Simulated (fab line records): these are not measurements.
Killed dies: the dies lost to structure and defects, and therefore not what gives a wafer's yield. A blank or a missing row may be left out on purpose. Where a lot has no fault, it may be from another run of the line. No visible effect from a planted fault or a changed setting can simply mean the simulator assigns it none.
A sampling plan put to the test || flow gf180mcu || one line in one fab, 21 faults in these records, each fault weighed on the records of the lots it struck
The plan is the line's own looks: the steps of the route at which a gauge or an inspection reads the wafer and doesn't change it. A look can be judged if struck wafers have a number there and the file gives its usual mean and standard deviation on fault-free wafers. Caught: 4 or more of those standard deviations (sigma) separate the usual mean from the mean of the struck wafers at a look after the fault's first step. On the tool: the identical test, applied to the tool's own readings at the steps of the fault. Caught also covers a different recipe on the struck wafers, or a record left blank for those wafers only.

## THE FAULTS, as the simulator had put them in
1. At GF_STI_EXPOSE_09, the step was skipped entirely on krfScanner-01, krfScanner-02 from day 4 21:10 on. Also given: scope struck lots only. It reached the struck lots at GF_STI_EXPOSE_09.
2. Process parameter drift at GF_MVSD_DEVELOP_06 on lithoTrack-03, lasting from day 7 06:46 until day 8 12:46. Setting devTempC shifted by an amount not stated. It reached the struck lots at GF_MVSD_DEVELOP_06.
3. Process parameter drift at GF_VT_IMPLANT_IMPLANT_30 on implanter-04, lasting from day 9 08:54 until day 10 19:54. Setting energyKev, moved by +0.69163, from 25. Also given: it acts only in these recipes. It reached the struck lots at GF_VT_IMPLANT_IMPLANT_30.
4. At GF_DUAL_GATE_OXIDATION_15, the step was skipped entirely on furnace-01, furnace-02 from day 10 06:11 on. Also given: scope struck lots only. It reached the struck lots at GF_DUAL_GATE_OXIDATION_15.
5. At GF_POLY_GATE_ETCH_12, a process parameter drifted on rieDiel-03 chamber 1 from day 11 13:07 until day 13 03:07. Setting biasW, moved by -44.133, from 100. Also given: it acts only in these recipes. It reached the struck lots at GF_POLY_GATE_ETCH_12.
6. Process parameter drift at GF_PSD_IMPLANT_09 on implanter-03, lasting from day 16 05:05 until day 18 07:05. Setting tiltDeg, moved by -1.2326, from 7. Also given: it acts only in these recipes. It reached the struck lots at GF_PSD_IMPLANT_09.
7. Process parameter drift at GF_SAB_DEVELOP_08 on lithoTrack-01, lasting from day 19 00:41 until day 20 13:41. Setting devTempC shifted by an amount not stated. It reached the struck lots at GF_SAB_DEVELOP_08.
8. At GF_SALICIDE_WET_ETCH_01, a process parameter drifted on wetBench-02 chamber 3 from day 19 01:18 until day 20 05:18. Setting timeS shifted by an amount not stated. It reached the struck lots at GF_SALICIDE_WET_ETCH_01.
9. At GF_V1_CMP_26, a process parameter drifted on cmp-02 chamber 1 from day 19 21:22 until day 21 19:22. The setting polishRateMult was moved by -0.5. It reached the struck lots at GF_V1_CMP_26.
10. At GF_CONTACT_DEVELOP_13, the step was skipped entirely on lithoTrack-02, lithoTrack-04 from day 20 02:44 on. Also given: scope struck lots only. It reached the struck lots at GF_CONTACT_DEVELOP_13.
11. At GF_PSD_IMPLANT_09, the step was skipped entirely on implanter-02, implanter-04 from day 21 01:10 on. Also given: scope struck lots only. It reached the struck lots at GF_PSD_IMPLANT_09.
12. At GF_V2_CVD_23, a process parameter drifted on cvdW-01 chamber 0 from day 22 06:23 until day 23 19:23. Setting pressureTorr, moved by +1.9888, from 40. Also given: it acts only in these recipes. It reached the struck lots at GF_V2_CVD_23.
13. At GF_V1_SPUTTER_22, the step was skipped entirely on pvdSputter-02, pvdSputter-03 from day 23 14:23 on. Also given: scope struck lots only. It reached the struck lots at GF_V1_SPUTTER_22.
14. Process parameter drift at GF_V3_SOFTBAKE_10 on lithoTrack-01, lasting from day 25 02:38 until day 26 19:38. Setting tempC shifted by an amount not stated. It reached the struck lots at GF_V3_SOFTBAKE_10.
15. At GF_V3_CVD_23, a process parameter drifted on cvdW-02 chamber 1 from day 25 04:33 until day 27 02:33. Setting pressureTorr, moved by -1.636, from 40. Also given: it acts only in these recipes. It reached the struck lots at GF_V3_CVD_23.
16. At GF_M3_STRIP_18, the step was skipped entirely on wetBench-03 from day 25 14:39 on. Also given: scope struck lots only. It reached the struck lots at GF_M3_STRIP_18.
17. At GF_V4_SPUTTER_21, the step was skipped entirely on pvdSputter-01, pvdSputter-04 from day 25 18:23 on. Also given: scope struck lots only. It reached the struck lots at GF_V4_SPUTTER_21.
18. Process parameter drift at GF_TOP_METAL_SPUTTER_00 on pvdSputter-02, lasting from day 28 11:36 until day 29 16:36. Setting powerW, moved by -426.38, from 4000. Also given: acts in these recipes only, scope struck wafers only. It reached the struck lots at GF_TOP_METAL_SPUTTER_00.
19. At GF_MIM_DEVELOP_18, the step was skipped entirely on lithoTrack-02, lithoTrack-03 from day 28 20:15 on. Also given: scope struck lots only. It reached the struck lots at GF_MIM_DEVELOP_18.
20. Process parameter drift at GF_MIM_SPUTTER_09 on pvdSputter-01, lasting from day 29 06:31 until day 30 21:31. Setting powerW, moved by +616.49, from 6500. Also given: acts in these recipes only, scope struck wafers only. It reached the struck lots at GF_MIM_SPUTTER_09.
21. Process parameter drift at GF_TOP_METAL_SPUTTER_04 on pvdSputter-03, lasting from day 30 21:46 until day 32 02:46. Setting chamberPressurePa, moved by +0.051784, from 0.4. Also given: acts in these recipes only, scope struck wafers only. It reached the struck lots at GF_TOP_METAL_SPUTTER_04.

## WHAT THE PLAN SAW
{"fault": 1, "on the tool itself": "no reading that can be judged", "first look that catches it": "no look after it can be judged", "reading, sigma": "-", "median hours from its first step to that look": "-", "hours from the fault's start to the first struck lot there": "-", "judged looks passed uncaught": 0}
{"fault": 2, "on the tool itself": "developerTempC -21 sigma", "first look that catches it": "none of the 2 looks that can be judged after it", "reading, sigma": "-", "median hours from its first step to that look": "-", "hours from the fault's start to the first struck lot there": "-", "judged looks passed uncaught": 2}
{"fault": 3, "on the tool itself": "beamEnergyKeV +86 sigma", "first look that catches it": "none of the 2 looks that can be judged after it", "reading, sigma": "-", "median hours from its first step to that look": "-", "hours from the fault's start to the first struck lot there": "-", "judged looks passed uncaught": 2}
{"fault": 4, "on the tool itself": "the tool's record is blank for the struck wafers", "first look that catches it": "no look after it can be judged", "reading, sigma": "-", "median hours from its first step to that look": "-", "hours from the fault's start to the first struck lot there": "-", "judged looks passed uncaught": 0}
{"fault": 5, "on the tool itself": "biasW -99 or beyond sigma", "first look that catches it": "no look after it can be judged", "reading, sigma": "-", "median hours from its first step to that look": "-", "hours from the fault's start to the first struck lot there": "-", "judged looks passed uncaught": 0}
{"fault": 6, "on the tool itself": "tiltDeg -64 sigma", "first look that catches it": "no look after it can be judged", "reading, sigma": "-", "median hours from its first step to that look": "-", "hours from the fault's start to the first struck lot there": "-", "judged looks passed uncaught": 0}
{"fault": 7, "on the tool itself": "developerTempC +6.1 sigma", "first look that catches it": "no look after it can be judged", "reading, sigma": "-", "median hours from its first step to that look": "-", "hours from the fault's start to the first struck lot there": "-", "judged looks passed uncaught": 0}
{"fault": 8, "on the tool itself": "only faintly: runLengthS +3.5 sigma", "first look that catches it": "not the one look that can be judged after it", "reading, sigma": "-", "median hours from its first step to that look": "-", "hours from the fault's start to the first struck lot there": "-", "judged looks passed uncaught": 1}
{"fault": 9, "on the tool itself": "overpolishRunS -99 or beyond sigma", "first look that catches it": "no look after it can be judged", "reading, sigma": "-", "median hours from its first step to that look": "-", "hours from the fault's start to the first struck lot there": "-", "judged looks passed uncaught": 0}
{"fault": 10, "on the tool itself": "the tool's record is blank for the struck wafers", "first look that catches it": "no look after it can be judged", "reading, sigma": "-", "median hours from its first step to that look": "-", "hours from the fault's start to the first struck lot there": "-", "judged looks passed uncaught": 0}
{"fault": 11, "on the tool itself": "the tool's record is blank for the struck wafers", "first look that catches it": "GF_PSD_TW_MEAS_11", "reading, sigma": "PSD_TW -99 or beyond", "median hours from its first step to that look": 0.2, "hours from the fault's start to the first struck lot there": 6, "judged looks passed uncaught": 0}
{"fault": 12, "on the tool itself": "chamberPressureTorr +19 sigma", "first look that catches it": "not the one look that can be judged after it", "reading, sigma": "-", "median hours from its first step to that look": "-", "hours from the fault's start to the first struck lot there": "-", "judged looks passed uncaught": 1}
{"fault": 13, "on the tool itself": "the tool's record is blank for the struck wafers", "first look that catches it": "no look after it can be judged", "reading, sigma": "-", "median hours from its first step to that look": "-", "hours from the fault's start to the first struck lot there": "-", "judged looks passed uncaught": 0}
{"fault": 14, "on the tool itself": "heaterPowerTotalW +27 sigma", "first look that catches it": "not the one look that can be judged after it", "reading, sigma": "strongest: cdNm at GF_V3_CD_MEAS_14, +3.0", "median hours from its first step to that look": "-", "hours from the fault's start to the first struck lot there": "-", "judged looks passed uncaught": 1}
{"fault": 15, "on the tool itself": "chamberPressureTorr -19 sigma", "first look that catches it": "no look after it can be judged", "reading, sigma": "-", "median hours from its first step to that look": "-", "hours from the fault's start to the first struck lot there": "-", "judged looks passed uncaught": 0}
{"fault": 16, "on the tool itself": "the tool's record is blank for the struck wafers", "first look that catches it": "no look after it can be judged", "reading, sigma": "-", "median hours from its first step to that look": "-", "hours from the fault's start to the first struck lot there": "-", "judged looks passed uncaught": 0}
{"fault": 17, "on the tool itself": "the tool's record is blank for the struck wafers", "first look that catches it": "no look after it can be judged", "reading, sigma": "-", "median hours from its first step to that look": "-", "hours from the fault's start to the first struck lot there": "-", "judged looks passed uncaught": 0}
{"fault": 18, "on the tool itself": "cathodeDcPowerW -99 or beyond sigma", "first look that catches it": "no look after it can be judged", "reading, sigma": "-", "median hours from its first step to that look": "-", "hours from the fault's start to the first struck lot there": "-", "judged looks passed uncaught": 0}
{"fault": 19, "on the tool itself": "the tool's record is blank for the struck wafers", "first look that catches it": "no look after it can be judged", "reading, sigma": "-", "median hours from its first step to that look": "-", "hours from the fault's start to the first struck lot there": "-", "judged looks passed uncaught": 0}
{"fault": 20, "on the tool itself": "cathodeDcPowerW +99 or beyond sigma", "first look that catches it": "no look after it can be judged", "reading, sigma": "-", "median hours from its first step to that look": "-", "hours from the fault's start to the first struck lot there": "-", "judged looks passed uncaught": 0}
{"fault": 21, "on the tool itself": "chamberPressurePa +70 sigma", "first look that catches it": "no look after it can be judged", "reading, sigma": "-", "median hours from its first step to that look": "-", "hours from the fault's start to the first struck lot there": "-", "judged looks passed uncaught": 0}
Dash: fault not caught, or number not given in these records.

Caught at a look: 1 of 21. Caught on the tool: 19 of 21. By one or the other: 19 of 21.
Faults caught by the tool alone: 2, 3, 4, 5, 6, 7, 9, 10, 12, 13, 14, 15, 16, 17, 18, 19, 20, 21.
Caught by neither: faults 1, 8.

## THINNER SAMPLING
If the look that catches a fault measured only every second or every third lot, by lot number, the first struck lot would be measured this late in the worst case:
{"fault": 11, "struck lots at that look, in order of time": "L638, L639", "every lot": "6 h", "every second lot": "7 h", "every third lot": "may miss all 2"}
The hour figures run from when the fault began to the first measured lot among those it struck. Since the struck wafers were tested as one group against 4 sigma, a single lot by itself may lie under the limit. Other struck lots may not be in these records.

## THE LONGEST TIMED WAY FROM STEP TO LOOK
Fault 11: the median time between GF_PSD_IMPLANT_09 and GF_PSD_TW_MEAS_11 is 0.2 hours. No look between them can be judged.
